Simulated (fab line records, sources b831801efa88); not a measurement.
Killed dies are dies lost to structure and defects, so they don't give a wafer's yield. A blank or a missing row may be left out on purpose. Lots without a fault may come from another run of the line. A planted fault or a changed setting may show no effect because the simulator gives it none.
Which tool did it? | flow sky130 | 14 lots, 42 wafers sampled, at 5 steps of a route of 708

WHAT THE GAUGES READ, wafer by wafer
SKY_DNWELL_TW_MEAS_09. Usual: DNWELL_TW 1114, standard deviation 12.
lot  | measured    | on            | DNWELL_TW      | flag
L573 | day 3 06:38 | film_metro-03 | 1100 1098 1108 |
L575 | day 3 18:05 | film_metro-01 | 1116 1111 1114 |
L576 | day 3 20:15 | film_metro-04 | 1131 1139 1136 |
L580 | day 4 18:57 | film_metro-01 | 1111 1113 1103 |
L581 | day 4 23:58 | film_metro-04 | 1132 1133 1121 |
L584 | day 5 15:32 | film_metro-03 | 1102 1101 1098 |
L585 | day 5 22:09 | film_metro-04 | 1121 1124 1124 |
L588 | day 6 19:13 | film_metro-03 | 1109 1118 1105 |
L590 | day 7 01:17 | film_metro-04 | 1125 1122 1128 |
L591 | day 7 05:28 | film_metro-03 | 1092 1098 1101 |
L592 | day 7 14:58 | film_metro-03 | 1103 1101 1103 |
L593 | day 7 16:47 | film_metro-01 | 1110 1104 1106 |
L594 | day 8 04:18 | film_metro-03 | 1116 1104 1105 |
L595 | day 8 13:27 | film_metro-04 | 1116 1114 1117 |

SKY_VT_ADJUST_HVTP_CD_MEAS_07: target cd 380 nm. Usual: cd_nm 380.1 nm, standard deviation 2.3.
lot  | measured     | on        | cd_nm (nm)        | flag
L573 | day 6 04:41  | cd_sem-02 | 379.9 378.0 379.8 |
L575 | day 6 20:32  | cd_sem-02 | 379.5 380.2 380.0 |
L576 | day 6 22:01  | cd_sem-02 | 382.5 381.5 383.4 |
L580 | day 7 22:11  | cd_sem-02 | 380.5 381.0 380.6 |
L581 | day 8 05:57  | cd_sem-02 | 380.4 380.2 379.0 |
L584 | day 9 00:26  | cd_sem-01 | 384.1 384.3 385.5 |
L585 | day 9 07:40  | cd_sem-01 | 379.0 380.6 381.5 |
L588 | day 10 07:19 | cd_sem-01 | 379.4 379.5 380.4 |
L590 | day 10 14:53 | cd_sem-02 | 378.8 380.9 383.5 |
L591 | day 10 21:43 | cd_sem-02 | 377.5 378.7 378.0 |
L592 | day 11 04:43 | cd_sem-02 | 380.3 382.0 377.7 |
L593 | day 11 08:32 | cd_sem-01 | 378.4 377.4 377.3 |
L594 | day 12 00:41 | cd_sem-01 | 378.4 379.1 380.9 |
L595 | day 12 11:14 | cd_sem-02 | 381.2 379.3 379.6 |

SKY_VT_ADJUST_HVTP_TW_MEAS_11. Usual: VT_ADJUST_HVTP_TW 1342, standard deviation 7.3.
lot  | measured     | on            | VT_ADJUST_HVTP_TW | flag
L573 | day 6 05:06  | film_metro-03 | 1347 1340 1356    |
L575 | day 6 20:57  | film_metro-01 | 1357 1357 1357    |
L576 | day 6 22:25  | film_metro-03 | 1348 1352 1355    |
L580 | day 7 22:36  | film_metro-03 | 1303 1294 1305    | OFF
L581 | day 8 06:20  | film_metro-02 | 1339 1345 1352    |
L584 | day 9 00:51  | film_metro-02 | 1290 1293 1295    | OFF
L585 | day 9 08:04  | film_metro-02 | 1293 1289 1297    | OFF
L588 | day 10 07:43 | film_metro-03 | 1342 1341 1345    |
L590 | day 10 15:18 | film_metro-03 | 1346 1342 1342    |
L591 | day 10 22:07 | film_metro-03 | 1339 1340 1345    |
L592 | day 11 05:07 | film_metro-02 | 1339 1347 1343    |
L593 | day 11 08:56 | film_metro-02 | 1350 1352 1343    |
L594 | day 12 01:28 | film_metro-01 | 1346 1349 1350    |
L595 | day 12 11:39 | film_metro-01 | 1341 1348 1341    |

SKY_VT_ADJUST_LVTN_OVL_MEAS_07. Usual: VT_ADJUST_LVTN_OVL -1.0 nm, standard deviation 1.4.
lot  | measured     | on         | VT_ADJUST_LVTN_OVL (nm) | flag
L573 | day 7 00:42  | overlay-01 | 0.6 -1.7 -0.1           |
L575 | day 7 16:27  | overlay-01 | 0.8 0.1 -2.4            |
L576 | day 7 17:51  | overlay-02 | -2.7 -2.4 -1.1          |
L580 | day 8 19:12  | overlay-02 | -2.6 -0.3 -3.8          |
L581 | day 9 03:19  | overlay-02 | 1.3 0.7 -0.8            |
L584 | day 9 23:47  | overlay-02 | -2.2 -0.3 -2.0          |
L585 | day 10 06:03 | overlay-01 | -1.7 -1.0 -1.2          |
L588 | day 11 06:15 | overlay-01 | 0.3 0.6 -0.3            |
L590 | day 11 14:20 | overlay-02 | -0.5 0.0 -0.8           |
L591 | day 11 21:33 | overlay-01 | -0.3 1.6 0.7            |
L592 | day 12 04:34 | overlay-02 | -2.7 -0.3 -1.7          |
L593 | day 12 09:12 | overlay-01 | -0.3 1.2 0.5            |
L594 | day 13 02:00 | overlay-01 | -1.1 -1.4 -1.6          |
L595 | day 13 12:23 | overlay-01 | 1.3 0.2 -1.2            |

WHICH TOOL RAN EACH LOT (tool, then ch and the chambers of the sampled wafers, then the start)
lot  | SKY_VT_ADJUST_HVTP_IMPLANT_09
L573 | implanter-03 ch 0, day 6 04:51
L575 | implanter-03 ch 0, day 6 20:42
L576 | implanter-02 ch 0, day 6 22:10
L580 | implanter-03 ch 0, day 7 22:21
L581 | implanter-04 ch 0, day 8 06:07
L584 | implanter-03 ch 0, day 9 00:36
L585 | implanter-03 ch 0, day 9 07:49
L588 | implanter-02 ch 0, day 10 07:29
L590 | implanter-02 ch 0, day 10 15:03
L591 | implanter-02 ch 0, day 10 21:53
L592 | implanter-02 ch 0, day 11 04:53
L593 | implanter-02 ch 0, day 11 08:41
L594 | implanter-02 ch 0, day 12 01:13
L595 | implanter-04 ch 0, day 12 11:24
- SKY_VT_ADJUST_HVTP_IMPLANT_09

WHAT THE TOOLS THEMSELVES READ (means of the sampled wafers that have a number; where no wafer has one, the mark that the record gives instead)
SKY_VT_ADJUST_HVTP_IMPLANT_09. Usual: dose_ions_cm2 4.301e+12, standard deviation 4.5e+09; faraday_current_uA 24.2, standard deviation 0.47.
lot  | tool         | dose_ions_cm2 | faraday_current_uA | flag
L573 | implanter-03 | 4.302e+12     | 24.1               |
L575 | implanter-03 | 4.301e+12     | 24.5               |
L576 | implanter-02 | 4.302e+12     | 24.1               |
L580 | implanter-03 | 3.892e+12     | 22.1               | OFF
L581 | implanter-04 | 4.301e+12     | 24.4               |
L584 | implanter-03 | 3.892e+12     | 21.9               | OFF
L585 | implanter-03 | 3.889e+12     | 21.6               | OFF
L588 | implanter-02 | 4.301e+12     | 24.5               |
L590 | implanter-02 | 4.302e+12     | 24.2               |
L591 | implanter-02 | 4.298e+12     | 24.5               |
L592 | implanter-02 | 4.296e+12     | 24.3               |
L593 | implanter-02 | 4.301e+12     | 24.1               |
L594 | implanter-02 | 4.303e+12     | 24.2               |
L595 | implanter-04 | 4.301e+12     | 25.0               |

THE ANSWER, worked out from the rows above alone
Rule: a lot is off if the mean of its wafers that have a number lies more than 3 standard deviations from the usual mean. A lot without any number at a reading at which 4 lots or more have one is off too. The other lots that the step has rows for count as sound. The gauges are gone through in route order, then the tools' own readings, and for those a lot's mean is taken as printed above. The first step at which some lot is off is used, and at that step the reading that is off furthest; a lot without a number counts as furthest.
Off: L580, L584, L585, at SKY_VT_ADJUST_HVTP_TW_MEAS_11 (VT_ADJUST_HVTP_TW).
A tool fits if, at a process step before that reading, it ran every lot that is off, and no sound lot after the first of them. The gauges at SKY_VT_ADJUST_HVTP_TW_MEAS_11 aren't tried: what is off there is off at SKY_VT_ADJUST_HVTP_IMPLANT_09 too, on other tools, and a gauge's error can't cause that. One fits: implanter-03 at SKY_VT_ADJUST_HVTP_IMPLANT_09. Its last sound lot is L575 (day 6 20:42), its first lot that is off L580 (day 7 22:21): a fault that began between those two fits.
The tool's own readings at SKY_VT_ADJUST_HVTP_IMPLANT_09 bear it out: on the lots that are off they differ by more than 5 times the standard deviation of the sound lots' means. dose_ions_cm2 reads 3.891e+12 there against 4.301e+12 on the sound lots; faraday_current_uA reads 21.9 there against 24.4 on the sound lots.

WHAT THE SIMULATOR HAD PUT IN
Process parameter drift: implanter-03, from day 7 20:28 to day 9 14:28, at SKY_VT_ADJUST_HVTP_IMPLANT_09. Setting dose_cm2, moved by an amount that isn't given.
Lots struck among those shown: L580, L584, L585. The rule above found the same.
